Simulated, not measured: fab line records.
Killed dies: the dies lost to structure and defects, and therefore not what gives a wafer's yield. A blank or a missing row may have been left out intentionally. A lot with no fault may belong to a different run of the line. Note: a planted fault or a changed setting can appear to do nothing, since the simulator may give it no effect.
Comparing a struck lot with a sound one    flow sky130    45 out of 708 route steps
Sound: the wafers L179.2, L179.4, L179.5. Struck: wafer L189.6 (left out: L189.4, a lot-mate that was not struck); the cause follows at the end.
Each step with rows lists, per side, the tool, then ch with its chambers, then its first start. Under that, the readings that differ: sound wafers    struck wafers    difference of the means    sigmas: that difference in standard deviations of wafers without a fault.
alike: same words and numbers on both sides, and readings whose means sit less than 2 such deviations apart. not compared: any withheld reading, any reading some wafer has no value for, any bound like >300 that may hide the same value, and any number with overlapping values for which the record gives no deviation.
A row with sigmas, a row that says differs or no value, or rows on one side alone: a step with any of these is where the two part. Non-overlapping numbers with no deviation appear without sigmas and do not part them. A reading missing from all wafers of one side parts the sides only when that side holds two or more wafers.

first, 1 step without rows for these wafers: SKY_POLY_CUT_DEVELOP_07 (develop time 60 s).
SKY_POLY_CUT_CD_MEAS_08: the cd target is 270 nm.
  struck on cdSem-02, day 28 05:08; sound on cdSem-01, day 24 08:07
  alike: cdNm
SKY_POLY_CUT_OVL_MEAS_09:
  struck on overlay-02, day 28 05:13; sound on overlay-01, day 24 08:14
  alike: POLY_CUT_OVL
SKY_POLY_CUT_ETCH_10: etches BARC in N2/H2, stops on SiO2, time 45.9 s, target depth 60 nm.
  sound on rieDiel-01 ch 1,2,3, day 24 08:16; struck on rieDiel-01 ch 1, day 28 05:14
  alike: drypumpMotorCurrentA, oesProductAu, throttleValvePct
  not compared: rfHoursCounterH
SKY_POLY_CUT_ETCH_11: etches Si3N4 in CF4/CH2F2/Ar, stops on poly-Si, time 42.5 s, target depth 60 nm.
  sound on rieDiel-01 ch 1,2,3, day 24 08:18; struck on rieDiel-01 ch 1, day 28 05:17
  alike: drypumpMotorCurrentA, oesProductAu, throttleValvePct
  not compared: rfHoursCounterH
SKY_POLY_CUT_STRIP_12: strips in O2/N2.
  sound on plasmaAsher-02 ch 0,1, day 24 08:20; struck on plasmaAsher-02 ch 0, day 28 05:21
  alike: drypumpMotorCurrentA, oesProductAu, stripTimeToEndpointS
  not compared: rfHoursCounterH
then, 6 steps without rows for these wafers: SKY_SD_P_DEHYDRATE_00 (time 60 s); SKY_SD_P_HMDS_01 (prime time 60 s); SKY_SD_P_COAT_02 (resist thk 1140 nm); SKY_SD_P_SOFTBAKE_03 (time 60 s); SKY_SD_P_EXPOSE_04 (exposes mask PSDM, target cd 380 nm); SKY_SD_P_PEB_05.
SKY_SD_P_DEVELOP_06: develop time 60 s.
  sound on lithoTrack-03 ch 0, day 25 13:25; struck on lithoTrack-04 ch 0, day 29 08:58
SKY_SD_P_CD_MEAS_07: the cd target is 380 nm.
  struck on cdSem-01, day 29 09:05; sound on cdSem-01, day 25 13:34
reading    sound              struck  difference  sigmas
cdNm (nm)  382.2 381.1 380.9  372.9   -8.5        -4
SKY_SD_P_OVL_MEAS_08:
  struck on overlay-01, day 29 09:10; sound on overlay-02, day 25 13:41
reading        sound        struck  difference  sigmas
SD_P_OVL (nm)  1.7 2.6 1.3  -1.8    -3.7        -3
following that, these wafers have no rows for 1 step: SKY_SD_P_IMPLANT_09.
SKY_SD_P_STRIP_10: strips in O2/N2.
  sound on plasmaAsher-01 ch 0,1, day 25 13:52; struck on plasmaAsher-01 ch 0, day 29 09:22
  alike: drypumpMotorCurrentA, oesProductAu, stripTimeToEndpointS
  not compared: rfHoursCounterH
SKY_SD_P_TW_MEAS_11:
  struck on filmMetro-01, day 29 09:32; sound on filmMetro-02, day 25 13:58
  alike: SD_P_TW
then, 9 steps without rows for these wafers: SKY_RES_XHIGH_DEHYDRATE_00 (time 60 s); SKY_RES_XHIGH_HMDS_01 (prime time 60 s); SKY_RES_XHIGH_COAT_02 (resist thk 1140 nm); SKY_RES_XHIGH_SOFTBAKE_03 (time 60 s); SKY_RES_XHIGH_EXPOSE_04 (exposes mask URPM, target cd 1270 nm); SKY_RES_XHIGH_PEB_05; SKY_RES_XHIGH_DEVELOP_06 (develop time 60 s); SKY_RES_XHIGH_IMPLANT_07; SKY_RES_XHIGH_STRIP_08 (strips in O2/N2).
SKY_RES_XHIGH_TW_MEAS_09:
  struck on filmMetro-02, day 30 13:29; sound on filmMetro-02, day 26 19:42
  alike: RES_XHIGH_TW
then, 7 steps without rows for these wafers: SKY_SD_N_DEHYDRATE_00 (time 60 s); SKY_SD_N_HMDS_01 (prime time 60 s); SKY_SD_N_COAT_02 (resist thk 1140 nm); SKY_SD_N_SOFTBAKE_03 (time 60 s); SKY_SD_N_EXPOSE_04 (exposes mask NSDM, target cd 380 nm); SKY_SD_N_PEB_05; SKY_SD_N_DEVELOP_06 (develop time 60 s).
SKY_SD_N_CD_MEAS_07: the cd target is 380 nm.
  struck on cdSem-02, day 31 17:04; sound on cdSem-01, day 28 00:40
  alike: cdNm
SKY_SD_N_OVL_MEAS_08:
  struck on overlay-02, day 31 17:08; sound on overlay-02, day 28 00:46
reading        sound        struck  difference  sigmas
SD_N_OVL (nm)  2.4 1.5 3.4  -1.4    -3.8        -3
then, 2 steps without rows for these wafers: SKY_SD_N_IMPLANT_09; SKY_SD_N_IMPLANT_10.
SKY_SD_N_STRIP_11: strips in O2/N2.
  sound on plasmaAsher-01 ch 0,1, day 28 01:06; struck on plasmaAsher-01 ch 0, day 31 17:34
  alike: drypumpMotorCurrentA, oesProductAu, stripTimeToEndpointS
  not compared: rfHoursCounterH
SKY_SD_N_TW_MEAS_12:
  struck on filmMetro-01, day 31 17:40; sound on filmMetro-01, day 28 01:13
  alike: SD_N_TW
then, 1 step without rows for these wafers: SKY_SD_N_CLEAN_13 (cleans in SC1/SC2, time 150 s).
-- the record jumps here: 6 days lie between the struck wafers' starts before and after (it left off in module SD_N and takes up again in module METAL2, whose first step shown is number 488 of the route) --
SKY_METAL2_RS_MEAS_05: a four-point-probe measurement.
  struck on filmMetro-03, day 37 14:58; sound on filmMetro-04, day 34 05:12
reading                  sound                 struck  difference  sigmas
METAL2_ALCU_RS (ohm/sq)  0.1280 0.1302 0.1298  0.1262  -0.0031     -2
  not compared: hold
SKY_METAL2_THK_MEAS_06: measures by xrf.
  struck on filmMetro-03, day 37 17:31; sound on filmMetro-04, day 34 05:19
reading  sound  struck                   difference                    sigmas
hold     - - -  awaitDispo/2.5h/release  no value on the sound wafers  
  alike: METAL2_ALCU_THK
-- the record jumps here: 11 days lie between the struck wafers' starts before and after (it left off in module METAL2 and takes up again in module PAD_OPEN, whose first step shown is number 708 of the route) --
SKY_PAD_OPEN_PROBE_99:
  struck on prober-01, day 48 12:47; sound on prober-01, day 45 23:10
  alike: killed_at_M0_to_M3, killed_at_M4_up, killedAtContacts, killedAtFrontEnd, killedAtOther, killedDies, killedOpen, killedShort

== WHERE THEY PART ==
Earliest at SKY_SD_P_CD_MEAS_07; latest, in this record, at SKY_METAL2_THK_MEAS_06. Later steps at which nothing parts them and some readings are alike: SKY_PAD_OPEN_PROBE_99.

WHY: what had been put in by the simulator
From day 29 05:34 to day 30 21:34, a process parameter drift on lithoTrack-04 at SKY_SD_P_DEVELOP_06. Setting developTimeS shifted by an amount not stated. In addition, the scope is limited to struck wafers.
